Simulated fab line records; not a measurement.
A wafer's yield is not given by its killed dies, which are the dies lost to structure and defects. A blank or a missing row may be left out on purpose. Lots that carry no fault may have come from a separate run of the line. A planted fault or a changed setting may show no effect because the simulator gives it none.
Problem report, 8D (eight disciplines) form, completed by code -- flow sky130 -- the parts of the form that need people (team, actions taken, sign-off) are left out

## 1. WHAT WENT WRONG
VIA1_HDPCVD_THK at SKY_VIA1_THK_MEAS_01 reads a mean of 1550 nm on 1 wafer of 1 lot; wafers without a fault read 1031 nm with a standard deviation of 11. That puts it +47 standard deviations away from the usual mean.
Earliest sighting: wafer L287.3 on filmMetro-01 at day 38 09:43. Wafers with a number at this step in the record: 35, from 12 lots. Rule for "out" (also "out of limits"): further than 4 standard deviations from the usual mean. The rest of the wafers with a number are treated as sound.

## 2. WHAT IT IS; WHAT IT IS NOT
question,is,is not
which readings at this step,VIA1_HDPCVD_THK,-
which lots,L287,"L270, L271, L272, L274, L275, L277, L278, L279, L280, L282, L291"
which wafers of those lots,L287.3,L287.1
read on which gauges,filmMetro-01,"filmMetro-02, filmMetro-03"
when,from day 38 09:43,up to then (31 sound wafers); but 3 sound wafers of L291 came after

## 3. SUSPECTS, AND WHAT RULES EACH OUT
Counting: if a tool at a process step up to the reading ran every lot that is out, it stays a suspect. Sound lots after the first of them don't rule it out here, since some wafers of a struck lot are sound.
- the gauge at SKY_VIA1_THK_MEAS_01: kept. All the wafers that are out were read on filmMetro-01, and no step on other tools shows them out.
- rieDiel-04 at SKY_POLY_CUT_ETCH_10 (etches BARC in N2/H2, stops on SiO2, time 45.9 s, target depth 60 nm): kept. It ran the lot that is out, L287 (day 30 08:30); its last sound lot up to then is L277 (day 27 06:40).
- hdpcvd-02 at SKY_VIA1_HDPCVD_00 (deposits SiO2, target thk 1030 nm, time 171.7 s): kept. It ran the lot that is out, L287 (day 38 09:36); its last sound lot up to then is L280 (day 36 12:02).
- The sound lot-mates ran in chamber 2 of rieDiel-04 at SKY_POLY_CUT_ETCH_10, but the wafers that are out ran in chamber 3.
Still standing after the count: rieDiel-04 at SKY_POLY_CUT_ETCH_10, hdpcvd-02 at SKY_VIA1_HDPCVD_00, filmMetro-01 at SKY_VIA1_THK_MEAS_01.

## 4. THE CAUSE (what the simulator had put in)
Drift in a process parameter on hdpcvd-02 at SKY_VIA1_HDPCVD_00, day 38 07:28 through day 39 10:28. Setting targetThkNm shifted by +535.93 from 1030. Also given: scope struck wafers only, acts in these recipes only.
This tool is one of the 3 suspects left after counting.

## 5. SEQUENCE OF EFFECTS, ordered by route
One row per reading whose mean, taken over the struck wafers that have a number, lies over 3 standard deviations from the usual. Only readings whose record carries a usual standard deviation are examined. hours: median over the lots of the time between each lot's start at the first step of this table that gives one and its start at this step. sigmas: the change, counted in usual standard deviations.
hours,step,reading,usual,on struck wafers,change,sigmas
0,SKY_VIA1_THK_MEAS_01,VIA1_HDPCVD_THK,1031 nm,1550,+519,+47

## 6. WHAT WOULD HAVE CAUGHT IT SOONER
The first out-of-limits reading at a measuring or inspecting step in this record came at day 38 09:43, 2 hours after the fault's start at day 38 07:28.
The start of SKY_VIA1_HDPCVD_00 on hdpcvd-02 came by day 38 09:43 for every one of the lots that are out (1). Tool hold at that time: it would have spared none of them.
